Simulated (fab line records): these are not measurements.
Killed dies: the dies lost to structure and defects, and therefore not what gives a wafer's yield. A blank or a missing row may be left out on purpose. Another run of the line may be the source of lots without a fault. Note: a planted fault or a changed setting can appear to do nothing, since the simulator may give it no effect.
The tool behind it: which one? | flow sky130 | 36 wafers from 12 lots sampled at 4 of the route's 708 steps

== WHAT EACH GAUGE READ, for each wafer ==
SKY_VIA4_THK_MEAS_20: measures by xrf. Usual: VIA4_W_THK 489 nm, standard deviation 7.5.
lot  | measured     | on            | VIA4_W_THK (nm) | flag
L478 | day 43 13:22 | film metro-04 | 483 488 483     |
L480 | day 43 17:15 | film metro-01 | 483 491 500     |
L479 | day 43 19:31 | film metro-01 | 491 488 485     |
L481 | day 43 21:53 | film metro-02 | 491 492 497     |
L483 | day 44 07:31 | film metro-04 | 491 496 493     |
L485 | day 44 19:38 | film metro-01 | 493 493 500     |
L487 | day 45 10:21 | film metro-01 | 486 482 487     |
L488 | day 45 18:13 | film metro-02 | 496 497 498     |
L489 | day 46 01:44 | film metro-02 | 503 483 487     |
L492 | day 46 12:26 | film metro-01 | 476 477 482     |
L494 | day 47 03:01 | film metro-02 | 474 485 479     |
L495 | day 47 03:16 | film metro-04 | 484 486 488     |

SKY_PASSIVATION_THK_MEAS_03. Usual: PASSIVATION_CVD_02_THK 542 nm, standard deviation 8.
lot  | measured     | on            | PASSIVATION_CVD_02_THK (nm) | flag
L478 | day 44 13:08 | film metro-03 | 536 556 542                 |
L480 | day 44 17:35 | film metro-03 | 546 533 549                 |
L479 | day 44 19:38 | film metro-04 | 534 536 549                 |
L481 | day 44 21:45 | film metro-03 | 538 547 536                 |
L483 | day 45 07:20 | film metro-03 | 541 558 544                 |
L485 | day 45 19:18 | film metro-04 | 545 537 544                 |
L487 | day 46 09:06 | film metro-04 | 534 549 542                 |
L488 | day 46 17:52 | film metro-01 | 543 565 543                 |
L489 | day 47 00:26 | film metro-03 | 532 553 547                 |
L492 | day 47 10:29 | film metro-03 | 536 548 542                 |
L494 | day 48 00:39 | film metro-01 | 534 533 535                 |
L495 | day 48 01:46 | film metro-03 | 543 532 544                 |

SKY_PAD_OPEN_BOW_MEAS_13. Usual: PAD_OPEN_BOW 46 um, standard deviation 8.7.
lot  | measured     | on            | PAD_OPEN_BOW (um) | flag
L478 | day 46 10:50 | film metro-02 | 33 49 41          |
L480 | day 46 13:55 | film metro-02 | 33 47 36          |
L479 | day 46 15:34 | film metro-02 | 38 39 37          |
L481 | day 46 18:51 | film metro-02 | 41 42 42          |
L483 | day 47 03:21 | film metro-02 | 25 39 42          |
L485 | day 47 14:23 | film metro-02 | 41 47 51          |
L487 | day 48 03:16 | film metro-04 | 41 59 64          |
L488 | day 48 10:37 | film metro-02 | 54 53 50          |
L489 | day 48 17:10 | film metro-04 | 44 60 51          |
L492 | day 49 02:37 | film metro-03 | 63 69 51          |
L494 | day 49 15:01 | film metro-03 | 47 51 59          |
L495 | day 49 16:23 | film metro-02 | 42 42 53          |

== WHAT TOOL EACH LOT RAN ON (gives the tool, then ch and the chambers of the sampled wafers, and finally the start) ==
lot  | SKY_VIA1_CVD_21
L478 | cvd w-01 ch 0,1, day 34 16:17
L480 | cvd w-01 ch 0,1, day 35 00:10
L479 | cvd w-01 ch 0,1, day 35 01:36
L481 | cvd w-01 ch 0,1, day 35 06:31
L483 | cvd w-01 ch 0,1, day 35 16:23
L485 | cvd w-01 ch 0, day 36 07:08
L487 | cvd w-02 ch 0,1, day 36 22:58
L488 | cvd w-02 ch 0,1, day 37 08:32
L489 | cvd w-02 ch 0,1, day 37 17:40
L492 | cvd w-02 ch 0,1, day 38 07:11
L494 | cvd w-02 ch 0,1, day 39 00:34
L495 | cvd w-02 ch 0,1, day 39 01:26
- SKY_VIA1_CVD_21: deposits W, target thk 270 nm, time 80.902 s.

== WHAT THE TOOLS THEMSELVES READ (means of the sampled wafers that have a number; where no wafer has one, the mark that the record gives instead) ==
SKY_VIA1_CVD_21. Usual: 920 W for heater power w, sd 56.
lot  | tool     | heater power w (W) | flag
L478 | cvd w-01 | 907                |
L480 | cvd w-01 | 938                |
L479 | cvd w-01 | 931                |
L481 | cvd w-01 | 930                |
L483 | cvd w-01 | 919                |
L485 | cvd w-01 | 955                |
L487 | cvd w-02 | 944                |
L488 | cvd w-02 | 956                |
L489 | cvd w-02 | 971                |
L492 | cvd w-02 | 954                |
L494 | cvd w-02 | 959                |
L495 | cvd w-02 | 988                |

== THE ANSWER, worked out from the rows above alone ==
Rule: a lot is off if the mean of its wafers that have a number lies more than 3 standard deviations from the usual mean. Also off: a lot with no number at a reading for which 4 or more lots have one. The other lots that the step has rows for count as sound. After the gauges, taken in route order, come the tools' own readings; for these a lot's mean is taken, as printed above. The first step at which some lot is off is used, and at that step the reading that is off furthest; a lot without a number counts as furthest.
None of the lots is off at any reading shown; this tells nothing.

== WHAT WAS PUT IN BY THE SIMULATOR ==
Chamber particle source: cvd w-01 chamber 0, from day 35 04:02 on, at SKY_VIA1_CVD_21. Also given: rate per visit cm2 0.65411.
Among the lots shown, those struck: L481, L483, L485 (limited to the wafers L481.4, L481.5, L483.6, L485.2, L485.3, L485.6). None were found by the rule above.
